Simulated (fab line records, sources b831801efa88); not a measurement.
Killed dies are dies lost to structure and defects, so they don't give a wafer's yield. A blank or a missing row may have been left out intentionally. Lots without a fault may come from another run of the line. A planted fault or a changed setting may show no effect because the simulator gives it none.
Comparing a struck lot with a sound one ; flow sky130 ; 43 steps out of a route of 708
Sound: the wafers L778.1, L778.5, L778.6. Struck: wafer L791.5. (L791.1, L791.4 of the same lot were not struck and are left out.) The cause comes at the end.
Per side, at each step with rows, come the tool, then ch with its chambers, and then its first start. Under that, the readings that differ: sound wafers ; struck wafers ; difference of the means ; sigmas: that difference in standard deviations of wafers without a fault.
alike: words and numbers the same on both sides, and readings whose means are apart by under 2 such deviations; not compared: readings that were withheld, readings missing a value for some wafer, numbers with overlapping values and no deviation given by the record, and bounds like >300 which may hide the same value.
Wherever a step has rows on one side only, a row that says differs or no value, or a row with sigmas, the two part there. When numbers do not overlap yet have no deviation, they are printed without sigmas and do not part them. A reading that every wafer of one side lacks parts them only if that side has two wafers or more.

first, 7 steps without rows for these wafers: SKY_METAL2_HMDS_08 (prime time 60 s); SKY_METAL2_COAT_09 (resist thk 60 nm); SKY_METAL2_COAT_10 (resist thk 450 nm); SKY_METAL2_SOFTBAKE_11 (time 90 s); SKY_METAL2_EXPOSE_12 (exposes mask MM2, target cd 140 nm); SKY_METAL2_PEB_13; SKY_METAL2_DEVELOP_14 (develop time 60 s).
SKY_METAL2_CD_MEAS_15: target cd 140 nm.
  sound on cd_sem-01 at day 35 22:55; struck on cd_sem-01 at day 40 03:16
  alike: cd_nm
SKY_METAL2_OVL_MEAS_16:
  sound on overlay-02 at day 35 23:02; struck on overlay-02 at day 40 03:23
  alike: METAL2_OVL
then, 1 step without rows for these wafers: SKY_METAL2_DESCUM_17 (chemistry O2, time 8 s).
SKY_METAL2_ETCH_18: etches BARC in N2/H2, stops on SiO2, time 45.9 s, target depth 60 nm.
  sound on rie_metal-04 ch 0,1, day 35 23:06; struck on rie_metal-01 ch 1, day 40 03:27
reading;sound;struck;difference;sigmas
drypump_motor_current_A (A);5.6 5.6 5.3;6.4;+0.9;+3
throttle_valve_pct (%);13.242 13.234 13.239;13.219;-0.019;-2
  alike: n2_flow_sccm, oes_product_au
  not compared: rf_hours_counter_h
then, 1 step without rows for these wafers: SKY_METAL2_METAL_ETCH_19 (etches the open film in Cl2/BCl3, stops on SiO2, target depth 360 nm, time 78 s).
SKY_METAL2_STRIP_20: strips in O2/N2.
  sound on plasma_asher-03 ch 0,1, day 35 23:16; struck on plasma_asher-04 ch 0, day 40 03:37
reading;sound;struck;difference;sigmas
oes_product_au (a.u.);0.336 0.350 0.338;0.354;+0.013;+3
  alike: drypump_motor_current_A, n2_flow_sccm, strip_time_to_endpoint_s
  not compared: rf_hours_counter_h
then, 4 steps without rows for these wafers: SKY_METAL2_STRIP_21 (strips in post etch residue remover, time 1200 s); SKY_METAL2_CLEAN_22 (cleans in IPA, time 180 s); SKY_METAL2_CLEAN_23 (cleans in O3/DIW); SKY_VIA2_HDPCVD_00 (deposits SiO2, target thk 1180 nm, time 196.7 s).
SKY_VIA2_THK_MEAS_01:
  sound on film_metro-04 at day 36 00:25; struck on film_metro-03 at day 40 04:20
  alike: VIA2_HDPCVD_THK
SKY_VIA2_CMP_02: polishes SiO2.
  sound on cmp-02 ch 2,3, day 36 00:31; struck on cmp-01 ch 1, day 40 04:23
  alike: edge_zone_pressure_frac, motor_current_A, slurry_flow_ml_min
SKY_VIA2_BOW_MEAS_03:
  sound on film_metro-01 at day 36 00:46; struck on film_metro-04 at day 40 04:41
  alike: VIA2_BOW
then, 8 steps without rows for these wafers: SKY_VIA2_DEHYDRATE_04 (time 60 s); SKY_VIA2_HMDS_05 (prime time 60 s); SKY_VIA2_COAT_06 (resist thk 60 nm); SKY_VIA2_COAT_07 (resist thk 450 nm); SKY_VIA2_SOFTBAKE_08 (time 90 s); SKY_VIA2_EXPOSE_09 (exposes mask VIM2, target cd 200 nm); SKY_VIA2_PEB_10; SKY_VIA2_DEVELOP_11 (develop time 60 s).
SKY_VIA2_CD_MEAS_12: target cd 200 nm.
  sound on cd_sem-01 at day 37 02:07; struck on cd_sem-02 at day 41 04:55
  alike: cd_nm
SKY_VIA2_OVL_MEAS_13:
  sound on overlay-02 at day 37 02:14; struck on overlay-02 at day 41 05:02
  alike: VIA2_OVL
then, 6 steps without rows for these wafers: SKY_VIA2_ETCH_14 (etches BARC in N2/H2, stops on SiO2, time 45.9 s, target depth 60 nm); SKY_VIA2_ETCH_15 (etches SiO2 in C4F8/O2/Ar, stops on TiN, target depth 546 nm, time 84 s); SKY_VIA2_STRIP_16 (strips in O2/N2); SKY_VIA2_STRIP_17 (strips in post etch residue remover, time 1200 s); SKY_VIA2_CLEAN_18 (cleans in IPA, time 180 s); SKY_VIA2_CLEAN_19 (cleans in O3/DIW).
SKY_VIA2_SPUTTER_20: material TiN, target thk 20 nm, time 80 s.
  sound on pvd_sputter-01 at day 37 03:04; struck on pvd_sputter-02 at day 41 06:10
reading;sound;struck;difference;sigmas
throttle_valve_pct (%);31.6 29.9 31.3;28.4;-2.5;-3
then, 1 step without rows for these wafers: SKY_VIA2_CVD_21 (deposits W, target thk 420 nm, time 126.4 s).
SKY_VIA2_RS_MEAS_22: measurement is done with a four-point probe.
  sound on film_metro-01 at day 37 03:16; struck on film_metro-03 at day 41 06:25
  alike: VIA2_W_RS
SKY_VIA2_THK_MEAS_23: measures by xrf.
  sound on film_metro-01 at day 37 03:23; struck on film_metro-03 at day 41 06:32
reading;sound;struck;difference;sigmas
VIA2_W_THK (nm);434 427 424;414;-14;-2
SKY_VIA2_CMP_24: polishes, stops on SiO2, t overpolish 20 s, target thk 0 nm.
  sound on cmp-01 ch 0,1,2, day 37 03:36; struck on cmp-01 ch 0, day 41 06:39
reading;sound;struck;difference;sigmas
overpolish_run_s (s);19.997 20.002 20.003;19.984;-0.017;-2
  alike: edge_zone_pressure_frac, motor_current_A, slurry_flow_ml_min, time_to_endpoint_s
SKY_METAL3_SPUTTER_00: material Ti, target thk 15 nm, time 10 s.
  sound on pvd_sputter-04 at day 37 03:45; struck on pvd_sputter-04 at day 41 06:54
reading;sound;struck;difference;sigmas
throttle_valve_pct (%);29.7 28.7 29.9;31.3;+1.9;+2
-- the record jumps here: 8 days lie between the struck wafers' starts before and after (it left off in module METAL3 and takes up again in module PAD_OPEN, whose first step shown is number 708 of the route) --
SKY_PAD_OPEN_PROBE_99:
  sound on prober-02 at day 46 10:08; struck on prober-01 at day 49 14:26
reading;sound;struck;difference;sigmas
killed_at_M0_to_M3;38 44 46;59;+16;+2
killed_dies;76 84 93;105;+21;+2
killed_on_rim;12 19 21;28;+11;+3
sort_bin_3_pad_short (%);0.4 0.6 0.8;1.6;+1.0;+2
sort_n_pass;416 408 399;387;-21;-2
model.etest.tester.sort_n_pass;416 408 399;387;-21;
model.etest.tester.sort_yield_pct (%);84.55 82.93 81.1;78.66;-4.20;
model.etest.tester.sort_bin_5_pct (%);9.35 11.59 10.98;13.01;+2.37;
model.etest.tester.sort_bin_3_pct (%);0.4065 0.6098 0.813;1.626;+1.016;
  alike: defect_limited_yield, killed_at_M4_up, killed_at_contacts, killed_at_front_end, killed_at_other, killed_open, killed_short, sort_bin_5_function, sort_bin_6_memory, sort_yield_pct

## WHERE THEY PART
Last at SKY_PAD_OPEN_PROBE_99 as far as this record goes, first at SKY_METAL2_ETCH_18.

WHY: whatever the simulator had introduced
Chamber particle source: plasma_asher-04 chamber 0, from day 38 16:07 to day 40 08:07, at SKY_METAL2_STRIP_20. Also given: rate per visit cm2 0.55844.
